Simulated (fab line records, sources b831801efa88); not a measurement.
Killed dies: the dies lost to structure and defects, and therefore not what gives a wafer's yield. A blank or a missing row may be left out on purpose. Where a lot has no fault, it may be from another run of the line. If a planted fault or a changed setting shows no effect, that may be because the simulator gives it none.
What tool caused it?	flow gf180mcu	at 1 step of a route of 602, 10 lots with 30 wafers sampled

WHAT EACH GAUGE READ, for each wafer
GF_V4_BOW_MEAS_05.
lot	measured	on	V4_BOW (um)
L766	day 23 06:16	film-metro-01	138 140 142
L768	day 24 06:34	film-metro-03	129 122 120
L767	day 24 08:31	film-metro-02	148 127 140
L769	day 24 16:17	film-metro-03	127 133 142
L770	day 25 01:02	film-metro-02	131 137 136
L779	day 27 19:41	film-metro-02	143 133 129
L783	day 29 01:37	film-metro-03	146 137 130
L784	day 29 09:50	film-metro-02	151 145 142
L785	day 29 18:27	film-metro-01	144 128 138
L789	day 30 13:49	film-metro-03	151 140 137

WHAT TOOL EACH LOT RAN ON (gives the tool, then ch and the chambers of the sampled wafers, and finally the start)
No process step before these readings appears in the record.

THE ANSWER, worked out from the rows above alone
Rule: what is usual is taken from the lots themselves. The widest of any qualifying gaps counts: lots, ordered by their means at a reading, are off when they make up no more than a third of the lots, leave a main group of 4 or more, and stand apart from it by 3 or more times the standard deviation of that group's means. The tables above print the reading to a certain number of digits; a main group whose means all agree to those digits is not used. Also off: a lot with no number at a reading for which 4 or more lots have one. All remaining lots with rows at the step are treated as sound.
No lot is off on any of the readings shown, so nothing can be concluded from this.

WHAT THE SIMULATOR HAD PUT IN
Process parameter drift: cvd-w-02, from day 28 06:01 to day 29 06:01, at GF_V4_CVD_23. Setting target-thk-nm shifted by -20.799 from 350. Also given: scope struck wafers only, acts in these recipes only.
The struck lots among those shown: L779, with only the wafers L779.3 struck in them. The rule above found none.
